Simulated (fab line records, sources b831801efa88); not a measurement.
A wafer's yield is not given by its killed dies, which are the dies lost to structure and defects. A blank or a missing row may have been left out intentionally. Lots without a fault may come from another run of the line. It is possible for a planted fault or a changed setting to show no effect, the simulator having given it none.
Commonality check across tools + flow sky130 + 42 wafers sampled across 12 lots

WHAT PROMPTED THE OPENING
At SKY_SD_N_RS_MEAS_16 the reading SD_N_RS is flagged on 2 of 12 lots. Wafers without a fault read 68.56 ohm/sq, standard deviation 0.11.
Rule: a lot is flagged in two cases, either no wafer of it has a number, or all its wafers with numbers fall more than 4 standard deviations from that mean. The rest of the lots are taken to be sound.

| lot  | measured     | on            | SD_N_RS (ohm/sq), wafer by wafer    | flag    |
|------|--------------|---------------|-------------------------------------|---------|
| L337 | day 28 23:14 | film_metro-03 | 68.51 68.59 68.36                   |         |
| L340 | day 29 15:08 | film_metro-03 | 68.54 68.56 68.57                   |         |
| L342 | day 30 10:16 | film_metro-01 | 59.66 59.39 59.53 59.47 59.70 59.59 | FLAGGED |
| L341 | day 30 13:04 | film_metro-01 | 68.71 68.72 68.57                   |         |
| L343 | day 30 13:21 | film_metro-04 | 59.67 59.80 59.74 59.77 59.70 59.65 | FLAGGED |
| L346 | day 31 20:04 | film_metro-03 | 68.56 68.60 68.48                   |         |
| L353 | day 34 01:01 | film_metro-04 | 68.52 68.60 68.46                   |         |
| L354 | day 34 01:54 | film_metro-04 | 68.60 68.55 68.55                   |         |
| L355 | day 34 13:48 | film_metro-01 | 68.67 68.77 68.67                   |         |
| L356 | day 34 19:13 | film_metro-01 | 68.56 68.65 68.66                   |         |
| L357 | day 34 22:52 | film_metro-03 | 68.49 68.69 68.66                   |         |
| L358 | day 35 05:12 | film_metro-04 | 68.61 68.67 68.62                   |         |
Average over the flagged lots: 59.64 ohm/sq; offset from the usual -8.92 ohm/sq, equal to -81 standard deviations.

EACH LOT AND THE TOOL IT RAN ON
2 process steps preceding the reading are held in the record, out of 708 steps in the route. Each cell gives the tool, then ch followed by the chambers the sampled wafers passed through, then the start.
| lot  | flag    | SKY_POLY_CUT_ETCH_11               | SKY_SD_N_RTA_14                  |
|------|---------|------------------------------------|----------------------------------|
| L337 |         | rie_diel-04 ch 1,2,3, day 25 08:02 | rtp_anneal-01 ch 0, day 28 23:04 |
| L340 |         | rie_diel-04 ch 0,1, day 25 23:59   | rtp_anneal-01 ch 0, day 29 14:56 |
| L342 | FLAGGED | rie_diel-03 ch 0,1, day 26 19:38   | rtp_anneal-02 ch 0, day 30 10:04 |
| L341 |         | rie_diel-04 ch 0,2,3, day 26 21:19 | rtp_anneal-01 ch 0, day 30 12:53 |
| L343 | FLAGGED | rie_diel-04 ch 2,3, day 26 22:37   | rtp_anneal-02 ch 0, day 30 13:10 |
| L346 |         | rie_diel-04 ch 1,2,3, day 28 05:38 | rtp_anneal-01 ch 0, day 31 19:53 |
| L353 |         | rie_diel-03 ch 2,3, day 30 13:55   | rtp_anneal-02 ch 0, day 34 00:49 |
| L354 |         | rie_diel-04 ch 2,3, day 30 16:02   | rtp_anneal-01 ch 0, day 34 01:43 |
| L355 |         | rie_diel-04 ch 0,1,2, day 31 03:11 | rtp_anneal-02 ch 0, day 34 13:37 |
| L356 |         | rie_diel-04 ch 1,2,3, day 31 09:46 | rtp_anneal-02 ch 0, day 34 19:02 |
| L357 |         | rie_diel-04 ch 0,2,3, day 31 14:56 | rtp_anneal-01 ch 0, day 34 22:39 |
| L358 |         | rie_diel-04 ch 0,1,3, day 31 20:11 | rtp_anneal-02 ch 0, day 35 05:02 |
These steps, and what they do:
- SKY_POLY_CUT_ETCH_11: etches Si3N4 in CF4/CH2F2/Ar, stops on poly-Si, time 42.5 s, target depth 60 nm.
- SKY_SD_N_RTA_14: time 2 s.
- SKY_SD_N_RS_MEAS_16: measures by four-point-probe.

FLAGGED OVER TOTAL, TOOL BY TOOL (the gauges that took the reading come last)
| step                 | tool          | lots run | flagged | share of the flagged lots | sound lots run after its first flagged lot |
|----------------------|---------------|----------|---------|---------------------------|--------------------------------------------|
| SKY_POLY_CUT_ETCH_11 | rie_diel-03   | 2        | 1       | some                      | 1 (L353)                                   |
| SKY_POLY_CUT_ETCH_11 | rie_diel-04   | 10       | 1       | some                      | 6 (L346,L354,L355,L356,L357,L358)          |
| SKY_SD_N_RTA_14      | rtp_anneal-01 | 6        | 0       | none                      | -                                          |
| SKY_SD_N_RTA_14      | rtp_anneal-02 | 6        | 2       | all                       | 4 (L353,L355,L356,L358)                    |
| SKY_SD_N_RS_MEAS_16  | film_metro-01 | 4        | 1       | some                      | 3 (L341,L355,L356)                         |
| SKY_SD_N_RS_MEAS_16  | film_metro-03 | 4        | 0       | none                      | -                                          |
| SKY_SD_N_RS_MEAS_16  | film_metro-04 | 4        | 1       | some                      | 3 (L353,L354,L358)                         |

WHAT THE TABLE ALLOWS
Rows of the table that ran each flagged lot: 1, that is rtp_anneal-02 at SKY_SD_N_RTA_14.
- rtp_anneal-02 at SKY_SD_N_RTA_14: 2 of its 6 lots flagged. Sound lots ran on it after the first flagged one (L353, L355, L356, L358), which a lasting fault on the whole tool wouldn't allow. Its own readings (lamp_power_pct, wafer_temp_C_max) fall more than 4 standard deviations out on all wafers of the flagged lots.
None of the table's rows ran every flagged lot and, after the first, no sound lot.

WHAT WAS PUT IN BY THE SIMULATOR
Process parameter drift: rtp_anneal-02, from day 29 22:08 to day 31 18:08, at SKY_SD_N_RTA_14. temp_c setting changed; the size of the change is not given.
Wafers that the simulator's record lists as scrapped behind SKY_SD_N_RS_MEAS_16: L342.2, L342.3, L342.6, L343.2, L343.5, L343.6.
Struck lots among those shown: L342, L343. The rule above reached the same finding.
